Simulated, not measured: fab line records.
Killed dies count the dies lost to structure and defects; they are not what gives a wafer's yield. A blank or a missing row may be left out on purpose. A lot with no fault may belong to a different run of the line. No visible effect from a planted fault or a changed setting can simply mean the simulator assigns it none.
Which tool is to blame? | flow gf180mcu | route of 602 steps, sampled at 1 step: 12 lots, 36 wafers

## WHAT THE GAUGES SHOWED, per wafer
GF_STI_THK_MEAS_22.
lot  | measured    | on           | STI_OXIDATION_01_THK (nm)
L075 | day 2 10:22 | filmMetro-02 | 15.16 14.84 15.01
L077 | day 3 02:31 | filmMetro-02 | 15.32 15.23 14.95
L079 | day 3 09:11 | filmMetro-04 | 15.28 14.96 14.96
L081 | day 3 19:14 | filmMetro-04 | 14.67 14.37 14.69
L083 | day 4 01:17 | filmMetro-02 | 14.82 14.74 14.57
L085 | day 4 12:02 | filmMetro-03 | 14.41 14.63 14.35
L087 | day 4 23:29 | filmMetro-02 | 14.86 15.05 14.87
L089 | day 5 11:41 | filmMetro-03 | 14.68 14.70 14.74
L091 | day 6 02:52 | filmMetro-04 | 14.89 14.86 14.94
L093 | day 6 09:34 | filmMetro-04 | 15.17 15.03 15.18
L095 | day 6 19:23 | filmMetro-02 | 14.69 14.69 14.63
L097 | day 7 13:19 | filmMetro-04 | 14.99 14.76 14.86

## WHICH TOOL RAN EACH LOT (tool, then ch and the chambers of the sampled wafers, then the start)
Record: no process step prior to these readings.

## THE ANSWER, worked out from the rows above alone
Rule: the usual values come from the lots themselves. Put in order of their means at a reading, lots are off if they are a third of the lots or fewer, leave a main group of 4 or more, and stand apart from it by a gap of 3 or more times the standard deviation of the main group's means; of several such gaps the widest counts. If all means in a main group match to the digits the tables above print for the reading, that group is not used. A lot without any number at a reading at which 4 lots or more have one is off too. Where the step has rows for the other lots, those lots are counted as sound.
Nothing can be told from this: no lot is off at any reading shown.

## WHAT WAS PUT IN BY THE SIMULATOR
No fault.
